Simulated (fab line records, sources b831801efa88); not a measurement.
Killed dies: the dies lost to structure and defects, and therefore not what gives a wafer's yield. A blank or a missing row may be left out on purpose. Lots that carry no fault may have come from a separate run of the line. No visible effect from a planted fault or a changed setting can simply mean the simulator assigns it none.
Which tool was responsible?    flow gf180mcu    Sampling: 6 lots, 16 wafers, 2 of 602 route steps

## WHAT THE GAUGES SHOWED, per wafer
GF_V5_RS_MEAS_24: the measuring method here is four-point-probe.
lot   measured      on             V5_W_RS (ohm/sq)
L942  day 27 13:27  film_metro-02  0.3321 0.3255 0.3266
L946  day 28 18:20  film_metro-01  0.3265 0.3286 0.3300
L948  day 29 09:19  film_metro-02  0.3285 0.3323 0.3280
L950  day 30 01:31  film_metro-02  0.3268 0.3258 0.3263
L952  day 30 22:25  film_metro-03  0.2208 0.2237
L954  day 31 01:14  film_metro-01  0.2247 0.3265

## TOOL THAT RAN EACH LOT (tool first, then ch and the chambers of the sampled wafers, then the start)
lot   GF_V5_CVD_23
L942  cvd_w-01 ch 0, day 27 13:20
L946  cvd_w-02 ch 0,1, day 28 18:13
L948  cvd_w-01 ch 0,1, day 29 09:13
L950  cvd_w-01 ch 0,1, day 30 01:23
L952  cvd_w-01 ch 0,1, day 30 22:17
L954  cvd_w-01 ch 0,1, day 31 01:07
- GF_V5_CVD_23: deposits W, target thk 350 nm, time 104.9 s.

## THE ANSWER, worked out from the rows above alone
Rule: usual is defined by the lots themselves. Put in order of their means at a reading, lots are off if they are a third of the lots or fewer, leave a main group of 4 or more, and stand apart from it by a gap of 3 or more times the standard deviation of the main group's means; of several such gaps the widest counts. Not used: any main group whose means are identical at the precision the tables above print for the reading. A lot without any number at a reading at which 4 lots or more have one is off too. Any other lot the step has rows for is counted as sound.
Off: L952, L954, seen at GF_V5_RS_MEAS_24 (V5_W_RS). Mean 0.3281 ohm/sq and standard deviation 0.0012 in the main group.
A tool fits if, at a process step before that reading, it ran every lot that is off, and no sound lot after the first of them. Gauges at GF_V5_RS_MEAS_24: tried the same way as those tools. One fits: cvd_w-01 at GF_V5_CVD_23. Its last sound lot is L950 (day 30 01:23), its first lot that is off L952 (day 30 22:17): a fault that began between those two fits.

## WHAT THE SIMULATOR HAD INSERTED
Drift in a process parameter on cvd_w-01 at GF_V5_CVD_23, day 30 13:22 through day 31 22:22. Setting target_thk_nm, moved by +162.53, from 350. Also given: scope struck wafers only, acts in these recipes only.
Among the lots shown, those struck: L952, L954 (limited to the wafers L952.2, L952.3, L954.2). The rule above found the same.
